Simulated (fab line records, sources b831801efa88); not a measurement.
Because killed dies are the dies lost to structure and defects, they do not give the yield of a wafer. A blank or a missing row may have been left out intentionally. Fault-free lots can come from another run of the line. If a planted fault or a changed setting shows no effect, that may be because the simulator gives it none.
Struck lot and sound lot, side by side + flow sky130 + 14 out of 708 route steps
Sound: wafers L579.2, L579.3, L579.5. Wafers struck: L575.2, L575.3, L575.6. The cause comes at the end.
At each step with rows: each side's tool, then ch and its chambers, then its first start. Under that, the readings that differ: sound wafers + struck wafers + difference of the means + sigmas: that difference in standard deviations of wafers without a fault.
alike: a reading whose means differ by less than 2 such deviations, as well as words and numbers matching on both sides. not compared: withheld readings; readings where some wafer has no value; bounds like >300 that might hide an equal value; numbers whose values overlap and for which the record gives no deviation.
A row with sigmas, a row that says differs or no value, or rows on one side alone: a step with any of these is where the two part. When numbers do not overlap yet have no deviation, they are printed without sigmas and do not part them. A reading that every wafer of one side lacks parts them only if that side has two wafers or more.

first, 6 steps without rows for these wafers: SKY_METAL4_COAT_07 (resist thk 60 nm); SKY_METAL4_COAT_08 (resist thk 1140 nm); SKY_METAL4_SOFTBAKE_09 (time 90 s); SKY_METAL4_EXPOSE_10 (exposes mask MM4, target cd 300 nm); SKY_METAL4_PEB_11; SKY_METAL4_DEVELOP_12 (develop time 60 s).
SKY_METAL4_CD_MEAS_13: target cd 300 nm.
  struck on cdSem-02, day 46 16:23; sound on cdSem-02, day 47 08:31
  alike: cdNm
SKY_METAL4_OVL_MEAS_14:
  struck on overlay-02, day 46 16:30; sound on overlay-01, day 47 08:38
  alike: METAL4_OVL
SKY_METAL4_DESCUM_15: chemistry O2, time 8 s.
  sound on rieMetal-03 ch 0,1, day 47 08:40; struck on rieMetal-02 ch 0,1, day 46 16:32
  alike: drypumpMotorCurrentA, oesProductAu
  not compared: rfHoursCounterH
SKY_METAL4_ETCH_16: etches BARC in N2/H2, stops on SiO2, time 88.2 s, target depth 60 nm.
  sound on rieMetal-03 ch 0,1, day 47 08:41; struck on rieMetal-02 ch 0,1, day 46 16:34
| reading              | sound                | struck               | difference | sigmas |
|----------------------|----------------------|----------------------|------------|--------|
| throttleValvePct (%) | 13.199 13.192 13.191 | 13.229 13.213 13.210 | +0.023     | +3     |
  alike: drypumpMotorCurrentA, h2FlowSccm, oesProductAu
  not compared: rfHoursCounterH
SKY_METAL4_ETCH_17: etches SiO2 in C4F8/O2/Ar, stops on TiN, time 3.9 s, target depth 15 nm.
  sound on rieDiel-03 ch 2,3, day 47 08:47; struck on rieDiel-03 ch 0,2,3, day 46 16:40
  alike: oesProductAu
  not compared: rfHoursCounterH
SKY_METAL4_METAL_ETCH_18: etches the open film in Cl2/BCl3, stops on SiO2, target depth 845 nm, time 183.1 s.
  sound on rieMetal-02 ch 0,1, day 47 08:49; struck on rieMetal-04 ch 0, day 46 16:41
  alike: drypumpMotorCurrentA, oesProductAu, throttleValvePct
  not compared: rfHoursCounterH
SKY_METAL4_STRIP_19: strips in O2/N2.
  sound on plasmaAsher-03 ch 0,1, day 47 08:59; struck on plasmaAsher-03 ch 0,1, day 46 16:52
  no value came back on the struck wafers for chamberPressureMTorr (mTorr), drypumpMotorCurrentA (A), oesProductAu (a.u.), stripTimeToEndpointS (s); on the sound wafers chamberPressureMTorr (mTorr) reads 1500.3 1498.2 1499.3
| reading                                      | sound | struck            | difference | sigmas |
|----------------------------------------------|-------|-------------------|------------|--------|
| model.KrF-thick_of_METAL4_COAT_08.thkNm (nm) | 0 0 0 | 527.7 532.6 532.7 | +531.0     |        |
  not compared: rfHoursCounterH
then, 1 step without rows for these wafers: SKY_METAL4_STRIP_20 (strips in post etch residue remover, time 1200 s).

== WHERE THEY PART ==
Last at SKY_METAL4_STRIP_19 as far as this record goes, first at SKY_METAL4_ETCH_16.

WHY: whatever the simulator had introduced
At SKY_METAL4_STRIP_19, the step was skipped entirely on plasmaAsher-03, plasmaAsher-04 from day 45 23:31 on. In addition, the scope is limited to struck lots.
